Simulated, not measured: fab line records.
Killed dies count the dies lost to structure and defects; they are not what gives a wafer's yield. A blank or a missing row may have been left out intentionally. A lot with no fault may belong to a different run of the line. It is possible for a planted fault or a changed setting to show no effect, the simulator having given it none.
A single fault, viewed from 2 desks    flow gf180mcu    only its own numbers are on each desk; what lay behind them is given at the end

== THE TOOL OWNER'S DESK: plasma asher-02 ==
The tool's own readings at GF_VT_IMPLANT_STRIP_09 (strips in O2/N2): means of the sampled wafers that have a number, for each lot that ran on this tool. The brackets show how far a lot's mean lies from the usual mean; more than 4 standard deviations puts the lot out of limits, marked OUT.
Columns: A = drypump motor current A at GF_VT_IMPLANT_STRIP_09, usual 6.42 A; B = heater power w at GF_VT_IMPLANT_STRIP_09, usual 359 W; C = oes product au at GF_VT_IMPLANT_STRIP_09, usual 0.717 a.u.; D = strip time to endpoint s at GF_VT_IMPLANT_STRIP_09, usual 12.64 s
lot   first seen here  A     B    C      D
L133  day 5 20:44      6.46  352  0.717  12.56
L136  day 6 14:56      6.46  357  0.716  12.64
L138  day 7 08:53      6.26  336  0.716  12.61
L141  day 8 00:23      6.28  338  0.717  12.62
L143  day 8 12:14      6.26  339  0.718  12.66
L144  day 8 17:43      6.27  345  0.719  12.66
L149  day 9 22:20      6.47  360  0.718  12.69
L150  day 10 04:59     6.26  339  0.716  12.59
Result from this desk: across the 8 lots, nothing is out of limits.

== METROLOGY DESK ==
Lot by lot, what the gauges showed, no matter which tool ran the lot: averages of those sampled wafers that carry a number. The brackets show how far a lot's mean lies from the usual mean; more than 4 standard deviations puts the lot out of limits, marked OUT.
Columns: A = V5_OVL at GF_V5_OVL_MEAS_15, usual 4 nm
lot   first seen here  A
L133  day 27 06:52     10
L136  day 28 15:13     12
L139  day 29 10:46     1
L138  day 29 12:29     8
L140  day 29 21:16     9
L141  day 30 00:49     2
L143  day 30 15:01     7
L144  day 30 19:56     3
L145  day 31 05:37     8
L149  day 32 02:34     4
L150  day 32 09:04     6
L153  day 33 05:07     -8
L154  day 33 08:49     1
L155  day 33 10:25     5
Result from this desk: across the 14 lots, nothing is out of limits.

== TAKEN TOGETHER ==
The tool owner's desk saw nothing out of limits.
The metrology desk saw nothing out of limits.

== WHAT THE SIMULATOR HAD PUT IN ==
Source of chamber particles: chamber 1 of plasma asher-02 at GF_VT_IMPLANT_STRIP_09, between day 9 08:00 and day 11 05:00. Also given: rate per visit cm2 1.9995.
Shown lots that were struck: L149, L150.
